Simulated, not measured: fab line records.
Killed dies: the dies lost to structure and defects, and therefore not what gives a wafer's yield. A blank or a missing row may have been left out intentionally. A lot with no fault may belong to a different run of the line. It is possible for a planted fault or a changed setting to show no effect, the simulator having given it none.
fab line records | flow sky130
record lots=5 | wafers=15 | lastDay=49
route steps=708 shown VIA4@651 METAL5@661
lots with no fault: from the same line, run without faults
startH: hours from the record's first day to the start of the lot's first wafer shown | waitH: time in hours since the lot's previous step | " identical to the entry in the row above | L1.1+2: one row covering several wafers at once | - no value, or no start given | * or withheld: withheld | < > ~ a bound
route shown NAME@n: NAME is a module with steps in the file, n the number in the route of the first one | usual: mean/standard deviation of fault-free wafers | same: alike in all rows | chamber/n: place in a boat | sites: the reading at each site | _std_site: the values' standard deviation | _edge_site: inner sites' mean taken away from outer sites' mean | radiusMm: how far each site lies from the wafer's centre | mask NAME#n: copy n | behind: the most recent tool/chamber to have shaped the wafer | hold: why the lot went on hold/how many hours it stayed there/how the hold came to an end | device: the n, p or np transistor that did not switch | end of line: the same wafers' tests at the end of the route | where a step has no rows: the recipe by itself | killed: at the first sort, the dies lost to defects and structure; wafer yield is something else | map: dies across one wafer; x = killed, . = not, _ = none there
set.NAME: setting as actually run; set.NAME@STEP: the setting as run at that earlier step | model.NAME: the simulator's own value behind a step, which no gauge read
lots at selected steps of the route; one table per step, one row per wafer
services: a tool's chamber out of use, with start hour (startH, from the record's first day; less than 0 if before it), hours out, and reason
## steps
# step SKY_VIA4_ETCH_12
# recipe target=SiO2 | chemistry=C4F8/O2/Ar | stopOn=TiN | maskMaterial=NOVOLAK | sourceW=1500 | biasW=1200 | pressureMtorr=40 | c4f8FlowSccm=withheld | O2_flow_sccm=6 | Ar_flow_sccm=300 | timeS=withheld | targetDepthA=5800
# usual oesProductAu=0.926/0.0043
lot.wafer | tool       | chamber | startH  | waitH | oesProductAu
L075.3    | rieDiel-01 | 2       | 1006.66 | 0.0   | 0.937
L075.4    | "          | 0       | "       | "     | 0.918
L075.5    | "          | 2       | "       | "     | 0.929
L076.1    | rieDiel-01 | 2       | 1040.55 | 0.0   | 0.919
L076.4    | "          | 1       | "       | "     | 0.927
L076.6    | "          | 1       | "       | "     | 0.926
L087.4    | rieDiel-01 | 3       | 1090.25 | 0.0   | 0.922
L087.5    | "          | 2       | "       | "     | 0.926
L087.6    | "          | 1       | "       | "     | 0.924
L088.1    | rieDiel-03 | 1       | 1091.83 | 0.0   | 0.925
L088.2    | "          | 2       | "       | "     | 0.929
L088.3    | "          | 0       | "       | "     | 0.925
L090.3    | rieDiel-04 | 1       | 1106.85 | 0.0   | 0.926
L090.4    | "          | 3       | "       | "     | 0.931
L090.6    | "          | 3       | "       | "     | 0.925
# step SKY_VIA4_STRIP_13
# recipe chemistry=O2/N2 | powerW=1400 | pressureMtorr=1500 | platenTempC=withheld | o2FlowSccm=3000 | n2FlowSccm=300 | overashFraction=0.5
# usual drypumpMotorCurrentA=5.8/0.56 | oesProductAu=0.710/0.0048 | stripTimeToEndpointS=12.81/0.032
lot.wafer | tool           | chamber | startH  | waitH | drypumpMotorCurrentA | oesProductAu | rfHoursCounterH | stripTimeToEndpointS
L075.3    | plasmaAsher-01 | 0       | 1006.77 | -     | 5.3                  | 0.717        | -               | 12.82
L075.4    | "              | 1       | "       | "     | 6.5                  | 0.714        | -               | 12.83
L075.5    | "              | 0       | "       | "     | 5.3                  | 0.711        | -               | 12.81
L076.1    | plasmaAsher-04 | 1       | 1040.62 | -     | 5.2                  | 0.701        | 124             | 12.82
L076.4    | "              | 1       | "       | "     | 5.2                  | 0.710        | -               | 12.77
L076.6    | "              | 1       | "       | "     | 5.2                  | 0.705        | -               | 12.83
L087.4    | plasmaAsher-01 | 0       | 1090.35 | -     | 5.3                  | 0.716        | -               | 12.76
L087.5    | "              | 1       | "       | "     | 6.5                  | 0.707        | -               | 12.84
L087.6    | "              | 0       | "       | "     | 5.3                  | 0.702        | -               | 12.78
L088.1    | plasmaAsher-04 | 0       | 1091.90 | -     | 6.1                  | 0.708        | 3               | 12.81
L088.2    | "              | 1       | "       | "     | 5.2                  | 0.714        | 3               | 12.79
L088.3    | "              | 1       | "       | "     | 5.2                  | 0.709        | -               | 12.78
L090.3    | plasmaAsher-04 | 0       | 1106.95 | -     | 6.2                  | 0.704        | -               | 12.87
L090.4    | "              | 1       | "       | "     | 5.2                  | 0.706        | -               | 12.82
L090.6    | "              | 1       | "       | "     | 5.2                  | 0.709        | -               | 12.82
# step SKY_VIA4_STRIP_14
# recipe chemistry=postEtchResidueRemover | timeS=1200 | tempC=72.5
lot.wafer  | tool        | chamber | startH  | waitH
L075.3+4+5 | wetBench-02 | 3       | 1006.84 | 0.0
L076.1+4+6 | wetBench-04 | 1       | 1040.72 | 0.1
L087.4+5+6 | wetBench-02 | 2       | 1090.42 | 0.0
L088.1+2+3 | wetBench-01 | 0       | 1092.00 | 0.1
L090.3+4+6 | wetBench-02 | 2       | 1107.02 | 0.0
# step SKY_VIA4_CLEAN_15
# recipe chemistry=IPA | timeS=180 | tempC=25
lot.wafer  | tool        | chamber | startH  | waitH
L075.3+4+5 | wetBench-04 | 0       | 1007.18 | 0.0
L076.1+4+6 | wetBench-02 | 1       | 1041.06 | 0.0
L087.4+5+6 | wetBench-01 | 1       | 1090.76 | 0.0
L088.1+2+3 | wetBench-02 | 0       | 1092.41 | 0.0
L090.3+4+6 | wetBench-01 | 0       | 1107.36 | 0.0
# step SKY_VIA4_CLEAN_16
# recipe chemistry=O3/DIW | dry=n2Spin
lot.wafer  | tool        | chamber | startH  | waitH
L075.3+4+5 | wetBench-01 | 2       | 1007.24 | 0.0
L076.1+4+6 | wetBench-04 | 3       | 1041.12 | 0.0
L087.4+5+6 | wetBench-02 | 2       | 1090.83 | 0.0
L088.1+2+3 | wetBench-01 | 0       | 1092.46 | 0.0
L090.3+4+6 | wetBench-02 | 2       | 1107.42 | 0.0
# step SKY_VIA4_SPUTTER_17
# recipe material=TiN | targetThkNm=20 | chamberPressurePa=5 | powerW=4000 | timeS=80
# usual throttleValvePct=30.0/0.75
lot.wafer | tool          | chamber | startH  | waitH | throttleValvePct
L075.3    | pvdSputter-01 | -       | 1007.34 | 0.0   | 30.7
L075.4    | "             | -       | "       | "     | 30.1
L075.5    | "             | -       | "       | "     | 30.3
L076.1    | pvdSputter-01 | -       | 1041.21 | 0.0   | 30.7
L076.4    | "             | -       | "       | "     | 30.9
L076.6    | "             | -       | "       | "     | 30.4
L087.4    | pvdSputter-02 | -       | 1090.92 | 0.0   | 28.7
L087.5    | "             | -       | "       | "     | 29.5
L087.6    | "             | -       | "       | "     | 29.2
L088.1    | pvdSputter-01 | -       | 1092.57 | 0.0   | 31.1
L088.2    | "             | -       | "       | "     | 30.0
L088.3    | "             | -       | "       | "     | 29.8
L090.3    | pvdSputter-01 | -       | 1107.52 | 0.0   | 30.4
L090.4    | "             | -       | "       | "     | 30.2
L090.6    | "             | -       | "       | "     | 30.0
# step SKY_VIA4_CVD_18
# recipe material=W | targetThkNm=505 | timeS=152.14 | tempC=400 | pressureTorr=40
# usual heaterPowerW=833/66
lot.wafer | tool    | chamber | startH  | waitH | heaterPowerW
L075.3    | cvdW-01 | 1       | 1007.45 | 0.1   | 882
L075.4    | "       | 0       | "       | "     | 864
L075.5    | "       | 0       | "       | "     | 883
L076.1    | cvdW-01 | 1       | 1041.27 | 0.0   | 913
L076.4    | "       | 1       | "       | "     | 904
L076.6    | "       | 0       | "       | "     | 857
L087.4    | cvdW-01 | 1       | 1091.03 | 0.1   | 900
L087.5    | "       | 0       | "       | "     | 868
L087.6    | "       | 1       | "       | "     | 902
L088.1    | cvdW-02 | 0       | 1092.63 | 0.0   | 864
L088.2    | "       | 1       | "       | "     | 742
L088.3    | "       | 0       | "       | "     | 850
L090.3    | cvdW-02 | 1       | 1107.63 | 0.1   | 731
L090.4    | "       | 0       | "       | "     | 859
L090.6    | "       | 1       | "       | "     | 750
# step SKY_VIA4_RS_MEAS_19
# recipe thkMeasGauge=four-point-probe | reads=W_of_VIA4_CVD_18+TiN_of_VIA4_SPUTTER_17
# usual VIA4_W_RS=0.226/0.004
lot.wafer | tool         | chamber | startH  | waitH | VIA4_W_RS[ohm/sq]
L075.3    | filmMetro-01 | -       | 1007.59 | 0.1   | 0.230
L075.4    | "            | -       | "       | "     | 0.228
L075.5    | "            | -       | "       | "     | 0.228
L076.1    | filmMetro-04 | -       | 1041.42 | 0.1   | 0.227
L076.4    | "            | -       | "       | "     | 0.228
L076.6    | "            | -       | "       | "     | 0.225
L087.4    | filmMetro-03 | -       | 1091.19 | 0.1   | 0.227
L087.5    | "            | -       | "       | "     | 0.228
L087.6    | "            | -       | "       | "     | 0.231
L088.1    | filmMetro-01 | -       | 1092.79 | 0.1   | 0.223
L088.2    | "            | -       | "       | "     | 0.229
L088.3    | "            | -       | "       | "     | 0.223
L090.3    | filmMetro-03 | -       | 1107.77 | 0.1   | 0.225
L090.4    | "            | -       | "       | "     | 0.219
L090.6    | "            | -       | "       | "     | 0.227
# step SKY_VIA4_THK_MEAS_20
# recipe thkMeasGauge=xrf | reads=W_of_VIA4_CVD_18
# usual VIA4_W_THK=501/9.6
lot.wafer | tool         | chamber | startH  | waitH | VIA4_W_THK[nm]
L075.3    | filmMetro-01 | -       | 1007.69 | 0.1   | 485
L075.4    | "            | -       | "       | "     | 494
L075.5    | "            | -       | "       | "     | 490
L076.1    | filmMetro-04 | -       | 1041.54 | 0.1   | 493
L076.4    | "            | -       | "       | "     | 491
L076.6    | "            | -       | "       | "     | 499
L087.4    | filmMetro-03 | -       | 1091.28 | 0.1   | 496
L087.5    | "            | -       | "       | "     | 497
L087.6    | "            | -       | "       | "     | 490
L088.1    | filmMetro-01 | -       | 1092.91 | 0.1   | 511
L088.2    | "            | -       | "       | "     | 495
L088.3    | "            | -       | "       | "     | 511
L090.3    | filmMetro-03 | -       | 1107.87 | 0.1   | 504
L090.4    | "            | -       | "       | "     | 518
L090.6    | "            | -       | "       | "     | 501
# step SKY_VIA4_CMP_21
# recipe stopOn=SiO2 | tOverpolishS=25 | downForcePsi=3.5 | platenRpm=60 | targetThkNm=0 | padVelocityMS=0.94248
# usual motorCurrentA=10.8/0.98 | overpolishRunS=24.999/0.0093 | slurryFilterDpKPa=13.50/0.14 | timeToEndpointS=123/3.8
lot.wafer | tool   | chamber | startH  | waitH | motorCurrentA | overpolishRunS | slurryFilterDpKPa | timeToEndpointS
L075.4    | cmp-02 | 0       | 1007.78 | 0.1   | 11.6          | 25.001         | 13.54             | 122
L075.3    | "      | 2       | "       | "     | 10.9          | 25.002         | 13.35             | 115
L075.5    | "      | 0       | "       | "     | 11.3          | 24.997         | 13.71             | 121
L076.1    | cmp-01 | 0       | 1041.70 | 0.1   | 10.2          | 24.984         | 13.48             | 122
L076.4    | "      | 1       | "       | "     | 12.6          | 25.003         | 13.71             | 120
L076.6    | "      | 2       | "       | "     | 10.2          | 24.999         | 13.48             | 124
L087.4    | cmp-02 | 3       | 1091.36 | 0.1   | 10.7          | 25.005         | 13.37             | 123
L087.6    | "      | 2       | "       | "     | 10.4          | 25.009         | 13.50             | 118
L087.5    | "      | 3       | "       | "     | 10.1          | 24.994         | 13.47             | 120
L088.1    | cmp-02 | 0       | 1092.97 | 0.1   | 11.0          | 25.024         | 13.43             | 132
L088.2    | "      | 2       | "       | "     | 10.9          | 24.979         | 13.68             | 120
L088.3    | "      | 3       | "       | "     | 10.4          | 24.990         | 13.48             | 126
L090.3    | cmp-01 | 2       | 1107.91 | 0.0   | 10.2          | 24.999         | 13.36             | 124
L090.4    | "      | 0       | "       | "     | 10.1          | 24.994         | 13.67             | 131
L090.6    | "      | 3       | "       | "     | 9.3           | 25.005         | 13.44             | 122
# step SKY_METAL5_SPUTTER_00
# recipe material=Ti | targetThkNm=15 | powerW=3000 | timeS=10 | chamberPressurePa=0.4
# usual throttleValvePct=30.1/1.3
lot.wafer | tool          | chamber | startH  | waitH | throttleValvePct
L075.3    | pvdSputter-04 | -       | 1008.03 | 0.1   | 30.3
L075.4    | "             | -       | "       | "     | 32.6
L075.5    | "             | -       | "       | "     | 32.3
L076.1    | pvdSputter-02 | -       | 1041.90 | 0.1   | 31.0
L076.4    | "             | -       | "       | "     | 29.5
L076.6    | "             | -       | "       | "     | 29.0
L087.4    | pvdSputter-03 | -       | 1091.61 | 0.2   | 29.2
L087.5    | "             | -       | "       | "     | 29.3
L087.6    | "             | -       | "       | "     | 30.9
L088.1    | pvdSputter-04 | -       | 1093.27 | 0.2   | 31.2
L088.2    | "             | -       | "       | "     | 30.3
L088.3    | "             | -       | "       | "     | 28.3
L090.3    | pvdSputter-02 | -       | 1108.21 | 0.2   | 29.1
L090.4    | "             | -       | "       | "     | 29.0
L090.6    | "             | -       | "       | "     | 28.8
# step SKY_METAL5_SPUTTER_01
# recipe material=TiN | targetThkNm=20 | powerW=6500 | timeS=16.7 | chamberPressurePa=0.4
# usual throttleValvePct=30.1/1.2
lot.wafer | tool          | chamber | startH  | waitH | throttleValvePct
L075.3    | pvdSputter-04 | -       | 1008.05 | 0.0   | 30.3
L075.4    | "             | -       | "       | "     | 32.5
L075.5    | "             | -       | "       | "     | 32.4
L076.1    | pvdSputter-02 | -       | 1041.93 | 0.0   | 31.3
L076.4    | "             | -       | "       | "     | 29.5
L076.6    | "             | -       | "       | "     | 29.5
L087.4    | pvdSputter-03 | -       | 1091.64 | 0.0   | 29.4
L087.5    | "             | -       | "       | "     | 29.4
L087.6    | "             | -       | "       | "     | 30.8
L088.1    | pvdSputter-04 | -       | 1093.29 | 0.0   | 31.4
L088.2    | "             | -       | "       | "     | 30.3
L088.3    | "             | -       | "       | "     | 28.8
L090.3    | pvdSputter-02 | -       | 1108.23 | 0.0   | 29.6
L090.4    | "             | -       | "       | "     | 28.7
L090.6    | "             | -       | "       | "     | 28.6
# step SKY_METAL5_SPUTTER_02
# recipe material=AlCu | targetThkNm=1150 | powerW=10600 | timeS=61.2 | chamberPressurePa=0.4
# usual throttleValvePct=30.1/1.3
lot.wafer | tool          | chamber | startH  | waitH | throttleValvePct
L075.3    | pvdSputter-04 | -       | 1008.08 | 0.0   | 30.3
L075.4    | "             | -       | "       | "     | 32.5
L075.5    | "             | -       | "       | "     | 32.4
L076.1    | pvdSputter-02 | -       | 1041.95 | 0.0   | 31.2
L076.4    | "             | -       | "       | "     | 29.6
L076.6    | "             | -       | "       | "     | 29.3
L087.4    | pvdSputter-03 | -       | 1091.66 | 0.0   | 29.4
L087.5    | "             | -       | "       | "     | 29.5
L087.6    | "             | -       | "       | "     | 30.8
L088.1    | pvdSputter-04 | -       | 1093.31 | 0.0   | 31.5
L088.2    | "             | -       | "       | "     | 30.3
L088.3    | "             | -       | "       | "     | 28.5
L090.3    | pvdSputter-02 | -       | 1108.26 | 0.0   | 29.4
L090.4    | "             | -       | "       | "     | 28.6
L090.6    | "             | -       | "       | "     | 28.7
# step SKY_METAL5_SPUTTER_03
# recipe material=Ti | targetThkNm=5 | powerW=3000 | timeS=3.3 | chamberPressurePa=0.4
# usual throttleValvePct=30.1/1.3
lot.wafer | tool          | chamber | startH  | waitH | throttleValvePct
L075.3    | pvdSputter-04 | -       | 1008.13 | 0.0   | 30.3
L075.4    | "             | -       | "       | "     | 32.2
L075.5    | "             | -       | "       | "     | 32.4
L076.1    | pvdSputter-02 | -       | 1042.00 | 0.0   | 31.3
L076.4    | "             | -       | "       | "     | 29.7
L076.6    | "             | -       | "       | "     | 29.3
L087.4    | pvdSputter-03 | -       | 1091.71 | 0.0   | 29.2
L087.5    | "             | -       | "       | "     | 29.5
L087.6    | "             | -       | "       | "     | 31.0
L088.1    | pvdSputter-04 | -       | 1093.37 | 0.0   | 31.1
L088.2    | "             | -       | "       | "     | 30.3
L088.3    | "             | -       | "       | "     | 28.6
L090.3    | pvdSputter-02 | -       | 1108.31 | 0.0   | 29.3
L090.4    | "             | -       | "       | "     | 28.8
L090.6    | "             | -       | "       | "     | 28.7
# step SKY_METAL5_SPUTTER_04
# recipe material=TiN | targetThkNm=70 | powerW=6500 | timeS=58.3 | chamberPressurePa=0.4
# usual throttleValvePct=30.1/1.3
lot.wafer | tool          | chamber | startH  | waitH | throttleValvePct
L075.3    | pvdSputter-04 | -       | 1008.15 | 0.0   | 30.4
L075.4    | "             | -       | "       | "     | 32.4
L075.5    | "             | -       | "       | "     | 32.2
L076.1    | pvdSputter-02 | -       | 1042.02 | 0.0   | 31.2
L076.4    | "             | -       | "       | "     | 29.4
L076.6    | "             | -       | "       | "     | 29.3
L087.4    | pvdSputter-03 | -       | 1091.73 | 0.0   | 29.3
L087.5    | "             | -       | "       | "     | 29.2
L087.6    | "             | -       | "       | "     | 30.6
L088.1    | pvdSputter-04 | -       | 1093.38 | 0.0   | 31.4
L088.2    | "             | -       | "       | "     | 30.1
L088.3    | "             | -       | "       | "     | 28.5
L090.3    | pvdSputter-02 | -       | 1108.33 | 0.0   | 29.2
L090.4    | "             | -       | "       | "     | 29.1
L090.6    | "             | -       | "       | "     | 28.5
## services
tool           | chamber | startH  | hours | kind
pvdSputter-02  | -       | 984.78  | 7.2   | repair
rieDiel-01     | 1       | 993.36  | -     | clean
rieDiel-01     | 1       | 993.36  | 18.4  | scheduledDown
rieDiel-01     | 1       | 993.36  | 18.4  | ventCycle
rieDiel-03     | 1       | 994.32  | 2.9   | repair
rieDiel-03     | -       | 1006.03 | 2.8   | pm
cmp-01         | -       | 1013.02 | 4.7   | pm
rieDiel-04     | 0       | 1018.34 | 1.9   | repair
rieDiel-01     | 0       | 1029.56 | 4.7   | repair
cmp-02         | -       | 1030.24 | 3.4   | repair
pvdSputter-02  | -       | 1045.52 | 4.3   | repair
plasmaAsher-04 | -       | 1055.25 | 9.0   | pm
plasmaAsher-04 | 0       | 1055.25 | 9.0   | ventCycle
plasmaAsher-04 | 1       | 1055.25 | 9.0   | ventCycle
plasmaAsher-04 | 0       | 1064.25 | -     | clean
plasmaAsher-04 | 1       | 1064.25 | -     | clean
rieDiel-03     | 0       | 1064.71 | 21.0  | repair
rieDiel-01     | -       | 1075.21 | 14.6  | pm
cmp-01         | -       | 1084.00 | 4.0   | pm
cmp-01         | -       | 1088.00 | -     | consumableReplace:conditioner
cvdW-02        | -       | 1100.58 | 0.4   | repair
rieDiel-01     | 1       | 1102.48 | 15.9  | repair
rieDiel-01     | -       | 1103.20 | 2.8   | pm
pvdSputter-03  | -       | 1106.87 | 4.9   | repair
## key
fault none
